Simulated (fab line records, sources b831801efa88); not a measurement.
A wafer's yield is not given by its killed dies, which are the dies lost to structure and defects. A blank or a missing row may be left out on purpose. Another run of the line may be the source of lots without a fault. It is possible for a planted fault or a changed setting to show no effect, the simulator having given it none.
Which tool did it? | flow gf180mcu | at 1 step of a route of 602, 12 lots with 36 wafers sampled

WHAT THE GAUGES READ, wafer by wafer
GF_VT_IMPLANT_RS_MEAS_48: measurement is done with a four-point probe.
lot  | measured     | on            | LVPWELL_RS (ohm/sq)
L075 | day 7 19:59  | film metro-01 | 1197.3 1194.8 1197.0
L077 | day 8 08:02  | film metro-01 | 1192.5 1195.9 1195.3
L079 | day 8 20:48  | film metro-01 | 1195.7 1195.2 1196.9
L081 | day 9 11:14  | film metro-02 | 1191.7 1195.5 1192.6
L083 | day 10 05:38 | film metro-01 | 1194.6 1196.4 1195.2
L085 | day 10 22:13 | film metro-01 | 1189.9 1194.1 1194.1
L087 | day 11 08:01 | film metro-01 | 1193.7 1192.6 1196.2
L089 | day 11 20:52 | film metro-01 | 1193.9 1194.6 1195.1
L091 | day 12 10:49 | film metro-02 | 1193.7 1194.9 1192.3
L093 | day 12 22:00 | film metro-02 | 1193.3 1195.1 1191.0
L095 | day 13 10:03 | film metro-01 | 1195.4 1196.0 1195.2
L097 | day 14 03:35 | film metro-03 | 1197.4 1194.5 1199.7

WHAT TOOL EACH LOT RAN ON (gives the tool, then ch and the chambers of the sampled wafers, and finally the start)
No process step before these readings appears in the record.

THE ANSWER, worked out from the rows above alone
Rule: the usual values come from the lots themselves. The widest of any qualifying gaps counts: lots, ordered by their means at a reading, are off when they make up no more than a third of the lots, leave a main group of 4 or more, and stand apart from it by 3 or more times the standard deviation of that group's means. The tables above print the reading to a certain number of digits; a main group whose means all agree to those digits is not used. Also off: a lot with no number at a reading for which 4 or more lots have one. Any other lot the step has rows for is counted as sound.
None of the lots is off at any reading shown; this tells nothing.

WHAT THE SIMULATOR HAD INSERTED
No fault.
